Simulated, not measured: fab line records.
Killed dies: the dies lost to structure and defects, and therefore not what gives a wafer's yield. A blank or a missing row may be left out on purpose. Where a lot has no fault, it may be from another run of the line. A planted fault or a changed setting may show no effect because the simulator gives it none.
fab line records ; flow sky130
record: lots: 4; wafers: 12; last-day: 50
route steps=708 shown SONOS_TUNNEL@160 SONOS_ONO@168 GATE_OXIDE@187 PAD_OPEN@708
lots that met no fault: taken from a fault-free run of the same line
start-h: hours from the record's opening day to when the first of the lot's shown wafers began ; wait-h: hours since the lot's step before ; " repeats the value in the row above ; L1.1+2: a row that stands for several wafers ; - either no value or no given start ; * or withheld: withheld ; < > ~ a bound
route shown NAME@n: NAME is a module with steps in the file, n the number in the route of the first one ; usual: mean/standard deviation taken from wafers without a fault ; same: alike in all rows ; chamber/n: place in a boat ; sites: per-site readings ; _std_site: the values' standard deviation ; _edge_site: the outer-site mean with the inner-site mean subtracted ; radius-mm: for every site, how far away it sits from the centre of the wafer ; mask NAME#n: copy n ; behind: the most recent tool/chamber to have shaped the wafer ; hold: the reason the lot was held/the length of the hold in hours/how it ended ; device: the n, p or np transistor that did not switch ; end of line: the tests these same wafers got at the end of their route ; a step without rows: its recipe alone ; killed: at the first sort, the dies lost to defects and structure; wafer yield is something else ; map: the dies of a wafer, with x for killed, . for not killed, _ for no die there
set.NAME: the run value of the setting; set.NAME@STEP: its run value at that earlier step ; model.NAME: the simulator's own value behind a step, which no gauge read
lots at selected steps of the route; one table per step, one row per wafer
services: from which hour (start-h, from the record's first day; less than 0 if before it) a tool's chamber was out of use, for how many hours, and why
== steps ==
step: SKY_SONOS_TUNNEL_DEVELOP_06
recipe: resist: NOVOLAK; developer: TMAH; develop-time-s: 60; dev-temp-c: 23
step: SKY_SONOS_TUNNEL_IMPLANT_09
recipe: species: B; energy-kev: 20; dose-cm2: 1e+12; tilt-deg: withheld
step: SKY_SONOS_TUNNEL_WET_ETCH_10
recipe: chemistry: dHF; target-depth-nm: 14; target: SiO2; dilution: 100:1; temp-c: 25; time-s: 280
step: SKY_SONOS_TUNNEL_STRIP_11
recipe: chemistry: SPM; time-s: 600; temp-c: 130
step: SKY_SONOS_TUNNEL_CLEAN_13
recipe: chemistry: dHF; time-s: 20; dilution: 100:1; dry: ipa-marangoni
step: SKY_SONOS_ONO_OXIDATION_00
recipe: temp-c: 800; ambient: O2; idle-temp-c: 700; ramp-up-c-per-min: 10; ramp-down-c-per-min: 3; stabilise-s: 600; purge-s: 300; target-thk-a: 26; ox-time-s: 1249
step: SKY_SONOS_ONO_CVD_02
recipe: material: Si3N4; precursor: DCS/NH3; target-thk-nm: 10.5; temp-c: 770; time-s: 180; pressure-mtorr: 250
step: SKY_SONOS_ONO_CVD_04
recipe: material: SiO2; precursor: SiH4/N2O; target-thk-nm: 5.7199; temp-c: 900; pressure-mtorr: 400
usual: spike-tc-centre-C: 900.8/1; spike-tc-lower-C: 901.7/0.94; spike-tc-top-C: 912.6/2.5; spike-tc-upper-C: 901.2/1.3; susceptor-temp-C: 899.9/0.39
lot.wafer;tool;chamber;start-h;wait-h;spike-tc-centre-C;spike-tc-lower-C;spike-tc-top-C;spike-tc-upper-C;susceptor-temp-C;model.SiO2_of_SONOS_ONO_CVD_04.thk-nm
L890.3;lpcvd-03;0;326.50;0.0;900.8;900.6;909.5;900.7;899.4;5.682
L890.4;lpcvd-03;0;326.50;0.0;900.2;901.4;909.3;900.6;900.0;5.529
L890.6;lpcvd-03;0;326.50;0.0;901.0;901.6;909.9;901.9;899.7;5.509
L893.4;lpcvd-03;1;349.64;0.0;910.8;912.1;923.9;910.2;909.9;6.625
L893.5;lpcvd-03;1;349.64;0.0;909.2;912.3;923.6;913.8;909.2;6.556
L893.6;lpcvd-03;1;349.64;0.0;912.1;911.1;923.6;911.1;909.9;6.59
L894.3;lpcvd-03;1;362.25;0.0;909.4;913.0;922.9;912.1;910.1;6.858
L894.4;lpcvd-03;1;362.25;0.0;910.6;911.1;925.3;910.6;910.7;6.805
L894.5;lpcvd-03;1;362.25;0.0;910.7;911.3;923.8;911.0;909.6;6.799
L903.1;lpcvd-03;1;432.26;0.1;900.7;901.8;913.6;903.2;899.2;5.824
L903.3;lpcvd-03;1;432.26;0.1;901.4;901.5;916.0;899.9;899.1;5.852
L903.6;lpcvd-03;1;432.26;0.1;901.3;903.9;914.3;901.9;899.0;5.911
step: SKY_SONOS_ONO_THK_MEAS_05
recipe: reads: SiO2_of_SONOS_ONO_CVD_04
usual: SONOS_ONO_CVD_04_THK: 5.71/0.11
lot.wafer;tool;chamber;start-h;wait-h;SONOS_ONO_CVD_04_THK[nm]
L890.3;film-metro-01;-;327.77;0.0;5.66
L890.4;film-metro-01;-;327.77;0.0;5.54
L890.6;film-metro-01;-;327.77;0.0;5.50
L893.4;film-metro-04;-;350.92;0.0;6.65
L893.5;film-metro-04;-;350.92;0.0;6.57
L893.6;film-metro-04;-;350.92;0.0;6.58
L894.3;film-metro-04;-;363.52;0.0;6.87
L894.4;film-metro-04;-;363.52;0.0;6.82
L894.5;film-metro-04;-;363.52;0.0;6.76
L903.1;film-metro-04;-;433.51;0.0;5.87
L903.3;film-metro-04;-;433.51;0.0;5.91
L903.6;film-metro-04;-;433.51;0.0;5.88
step: SKY_SONOS_ONO_DEHYDRATE_06
recipe: temp-c: 200; time-s: 60
step: SKY_SONOS_ONO_HMDS_07
recipe: prime-time-s: 60; prime-temp-c: 120
step: SKY_SONOS_ONO_COAT_08
recipe: resist: NOVOLAK; spin-rpm: 3000; resist-thk-nm: 1140
step: SKY_SONOS_ONO_SOFTBAKE_09
recipe: temp-c: 90; time-s: 60; resist: NOVOLAK
step: SKY_SONOS_ONO_EXPOSE_10
recipe: mask-id: ONOM; target-cd-nm: 410; na: 0.6; source-shape: conventional; sigma-outer: 0.6; dose-mj: 150
step: SKY_SONOS_ONO_PEB_11
recipe: temp-c: withheld; time-s: *; resist: NOVOLAK
step: SKY_SONOS_ONO_DEVELOP_12
recipe: develop-time-s: 60; dev-temp-c: 23
step: SKY_SONOS_ONO_ETCH_15
recipe: target-depth-nm: 19.52; chemistry: CHF3/O2; source-w: 600; bias-w: 200; pressure-mtorr: 40; chf3-flow-sccm: 50; O2_flow_sccm: 5; time-s: 7.8
step: SKY_SONOS_ONO_WET_ETCH_16
recipe: chemistry: dHF; target-depth-nm: 14; dry: n2-spin; target: SiO2; dilution: 100:1; temp-c: 25; time-s: 280
step: SKY_SONOS_ONO_STRIP_17
recipe: chemistry: O2/N2; power-w: 1400; pressure-mtorr: 1500; platen-temp-c: withheld; o2-flow-sccm: 3000; n2-flow-sccm: 300; overash-fraction: 0.5
step: SKY_SONOS_ONO_WET_ETCH_18
recipe: chemistry: H3PO4; target-depth-nm: 15; target: Si3N4; temp-c: 160; time-s: 172
step: SKY_GATE_OXIDE_CLEAN_00
recipe: chemistry: SC1/SC2; mix: 1:4:20; temp-c: 70; time-s: 150; dry: n2-spin
step: SKY_GATE_OXIDE_OXIDATION_01
recipe: temp-c: 900; ambient: O2; stabilise-s: 600; purge-s: 300; target-thk-a: 102.68; ox-time-s: 1473
step: SKY_GATE_OXIDE_DEHYDRATE_03
recipe: temp-c: 200; time-s: 60
step: SKY_GATE_OXIDE_HMDS_04
recipe: prime-time-s: 60; prime-temp-c: 120
step: SKY_GATE_OXIDE_COAT_05
recipe: resist: NOVOLAK; spin-rpm: 3000; resist-thk-nm: 1140
step: SKY_GATE_OXIDE_SOFTBAKE_06
recipe: temp-c: 90; time-s: 60; resist: NOVOLAK
step: SKY_GATE_OXIDE_EXPOSE_07
recipe: mask-id: LVOM; na: 0.6; source-shape: conventional; sigma-outer: 0.6; polarization: unpolarized; target-cd-nm: 600; dose-mj: 170
step: SKY_GATE_OXIDE_PEB_08
recipe: temp-c: withheld; time-s: *; resist: NOVOLAK
step: SKY_GATE_OXIDE_DEVELOP_09
recipe: resist: NOVOLAK; developer: TMAH; develop-time-s: 60; dev-temp-c: 23
step: SKY_GATE_OXIDE_IMPLANT_11
recipe: species: B; energy-kev: 10; dose-cm2: 2.6e+12; tilt-deg: withheld
step: SKY_GATE_OXIDE_WET_ETCH_12
recipe: chemistry: dHF; target-depth-nm: 16.8; dry: n2-spin; target: SiO2; dilution: 100:1; temp-c: 25; time-s: 336
step: SKY_GATE_OXIDE_STRIP_13
recipe: chemistry: O2/N2; power-w: 1400; pressure-mtorr: 1500; platen-temp-c: withheld; o2-flow-sccm: 3000; n2-flow-sccm: 300; overash-fraction: 0.5
step: SKY_GATE_OXIDE_CLEAN_15
recipe: chemistry: SC1/SC2; mix: 1:4:20; temp-c: 70; time-s: 150; dry: n2-spin
lot.wafer;tool;chamber;start-h;wait-h;model.SiO2_of_SONOS_ONO_CVD_04.thk-nm
L890.3;wet-bench-03;3;385.48;0.0;4.168
L890.4;wet-bench-03;3;385.48;0.0;4.017
L890.6;wet-bench-03;3;385.48;0.0;3.993
L893.4;wet-bench-03;0;411.03;0.0;5.106
L893.5;wet-bench-03;0;411.03;0.0;5.029
L893.6;wet-bench-03;0;411.03;0.0;5.06
L894.3;wet-bench-01;1;423.68;0.0;5.369
L894.4;wet-bench-01;1;423.68;0.0;5.314
L894.5;wet-bench-01;1;423.68;0.0;5.307
L903.1;wet-bench-03;1;498.83;0.1;4.317
L903.3;wet-bench-03;1;498.83;0.1;4.351
L903.6;wet-bench-03;1;498.83;0.1;4.408
step: SKY_PAD_OPEN_PROBE_99
usual: killed_at_M0_to_M3: 43/6.4; killed_at_M4_up: 2.9/1.7; killed-at-contacts: 24/5; killed-at-front-end: 15/4; killed-at-other: 0.4/0.62; killed-dies: 86/9.3; killed-open: 47/6.8; killed-short: 38/5.8
same: gross-dies: 492; killed-at-back-side: 0
lot.wafer;tool;chamber;start-h;wait-h;killed_at_M0_to_M3;killed_at_M4_up;killed-at-contacts;killed-at-front-end;killed-at-other;killed-dies;killed-open;killed-short;model.etest.sonos-erased.drive-ua-um;model.etest.sonos-uncharged.r-on-ohm-um;model.etest.sonos-programmed.off-log10-a-um;model.etest.cap-ono.gate-log10-a-cm2;model.etest.cap-ono.gate-bv-v;model.etest.cap-ono.tox-acc-nm;model.etest.sonos-programmed.vt-v;model.etest.sonos-erased.vt-v
L890.3;prober-02;-;1140.80;0.2;40;0;27;16;0;83;46;35;197.6;817.6;-14.01;-7.89;16.63;12.81;1.481;-2.327
L890.4;prober-02;-;1140.85;0.2;43;5;19;20;0;87;41;44;185.7;818;-13.88;-7.527;16.37;12.59;1.643;-2.385
L890.6;prober-02;-;1140.95;0.2;48;2;23;10;0;83;48;35;199.8;812.3;-14.02;-7.656;16.02;12.64;1.592;-2.382
L893.4;prober-02;-;1150.49;0.2;38;8;23;15;0;84;51;33;135.7;831.7;-12.12;-9.2;17.41;13.92;0.8674;-1.765
L893.5;prober-02;-;1150.54;0.2;42;1;18;21;1;83;49;34;145.2;826.6;-12.98;-9.073;17.27;13.78;0.963;-1.852
L893.6;prober-02;-;1150.59;0.2;42;2;23;18;0;85;43;41;116.5;834.3;-12.51;-9.191;17.86;13.85;0.9043;-1.771
L894.3;prober-01;-;1155.91;0.2;48;1;29;15;0;93;58;35;101.1;843.3;-9.901;-9.803;17.83;14.4;0.5744;-1.422
L894.4;prober-01;-;1155.96;0.2;39;2;22;14;0;77;35;42;91.08;836.4;-10.6;-9.688;17.43;14.24;0.6483;-1.465
L894.5;prober-01;-;1156.01;0.2;47;4;30;16;0;97;53;42;105.9;858.1;-10.82;-9.69;18.11;14.27;0.6485;-1.472
killed by level:class
L890.3 VIA2:geometric-particle:open=10 LI_CONTACT:geometric-particle:open=9 VIA1:geometric-particle:open=8 CONTACT:geometric-particle:open=7 METAL1:geometric-particle:short=7 FIELD_ISO:geometric-particle:open=4 POLY_GATE:geometric-particle:short=4 CONTACT:geometric-particle:short=4
L890.4 METAL2:geometric-particle:short=12 FIELD_ISO:geometric-particle:short=6 CONTACT:geometric-particle:open=6 VIA1:geometric-particle:open=6 FIELD_ISO:geometric-particle:open=5 LI_CONTACT:geometric-particle:open=5 VIA2:geometric-particle:open=5 VIA1:geometric-particle:short=5
L890.6 CONTACT:geometric-particle:open=9 VIA1:geometric-particle:open=9 VIA2:geometric-particle:open=7 VIA3:geometric-particle:open=7 VIA2:geometric-particle:short=6 LI_CONTACT:geometric-particle:open=5 VIA1:geometric-particle:short=5 POLY_GATE:geometric-particle:open=4
L893.4 CONTACT:geometric-particle:open=10 VIA1:geometric-particle:open=8 VIA3:geometric-particle:open=7 FIELD_ISO:geometric-particle:open=5 VIA2:geometric-particle:short=5 METAL2:geometric-particle:short=4 LI_CONTACT:geometric-particle:open=4 METAL1:geometric-particle:short=4
L893.5 CONTACT:geometric-particle:open=9 VIA3:geometric-particle:open=9 FIELD_ISO:geometric-particle:open=7 VIA1:geometric-particle:open=7 VIA2:geometric-particle:open=7 FIELD_ISO:geometric-particle:short=5 METAL3:geometric-particle:short=5 METAL2:geometric-particle:short=5
L893.6 CONTACT:geometric-particle:open=9 VIA1:geometric-particle:open=9 METAL2:geometric-particle:short=7 FIELD_ISO:geometric-particle:short=6 VIA3:geometric-particle:open=6 VIA2:geometric-particle:open=6 METAL1:geometric-particle:short=5 POLY_GATE:geometric-particle:short=4
L894.3 CONTACT:geometric-particle:open=14 VIA1:geometric-particle:open=10 VIA3:geometric-particle:open=10 VIA2:geometric-particle:open=7 CONTACT:geometric-particle:short=7 FIELD_ISO:geometric-particle:open=6 LI_CONTACT:geometric-particle:open=5 METAL1:geometric-particle:short=5
L894.4 CONTACT:geometric-particle:open=12 VIA1:geometric-particle:short=8 VIA1:geometric-particle:open=7 METAL1:geometric-particle:short=5 LOCAL_INTERCONNECT:geometric-particle:short=5 METAL3:geometric-particle:short=5 VIA3:geometric-particle:open=5 CONTACT:geometric-particle:short=4
L894.5 CONTACT:geometric-particle:open=14 VIA1:geometric-particle:open=10 VIA2:geometric-particle:open=9 LI_CONTACT:geometric-particle:open=7 CONTACT:geometric-particle:short=6 METAL3:geometric-particle:short=6 FIELD_ISO:geometric-particle:short=5 METAL1:geometric-particle:short=4
== services ==
tool;chamber;start-h;hours;kind
wet-bench-01;-;413.06;0.6;repair
== key ==
first-sign: step: SKY_SONOS_ONO_CVD_04; reading: susceptor-temp-C; direction: up; sigmas: 26; usual: *; struck: *
effect: step: SKY_SONOS_ONO_CVD_04; reading: spike-tc-lower-C; direction: up; sigmas: 11; usual: 901.7; struck: 911.8
effect: step: SKY_SONOS_ONO_THK_MEAS_05; reading: SONOS_ONO_CVD_04_THK; direction: up; sigmas: 8.7; usual: 5.71; struck: 6.71
model-effect: step: SKY_SONOS_ONO_CVD_04; value: SiO2_of_SONOS_ONO_CVD_04.thk-nm; without: 5.733; struck: 6.706
model-effect: step: SKY_GATE_OXIDE_CLEAN_15; value: SiO2_of_SONOS_ONO_CVD_04.thk-nm; without: 4.225; struck: 5.198
model-effect: step: SKY_PAD_OPEN_PROBE_99; value: etest.sonos-erased.drive-ua-um; without: 173.5; struck: 115.9
met-at SKY_SONOS_ONO_CVD_04
struck-wafers L893.4,L893.5,L893.6,L894.3,L894.4,L894.5
tester-left-out L893,L894
fault: kind: process-parameter-drift; tool: lpcvd-03; chamber: 1; onset-h: 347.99; steps: SKY_SONOS_ONO_CVD_04; channel: temp-c; offset: *; shape: step; end-h: 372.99; stated: *
tester-left-out: of these lots the tester's yield and bins aren't shown, on N5 and GAA mostly nor the transistor test; their killed dies are dies lost to structure and defects alone, not to doping, threshold or leakage, so they don't give the yield
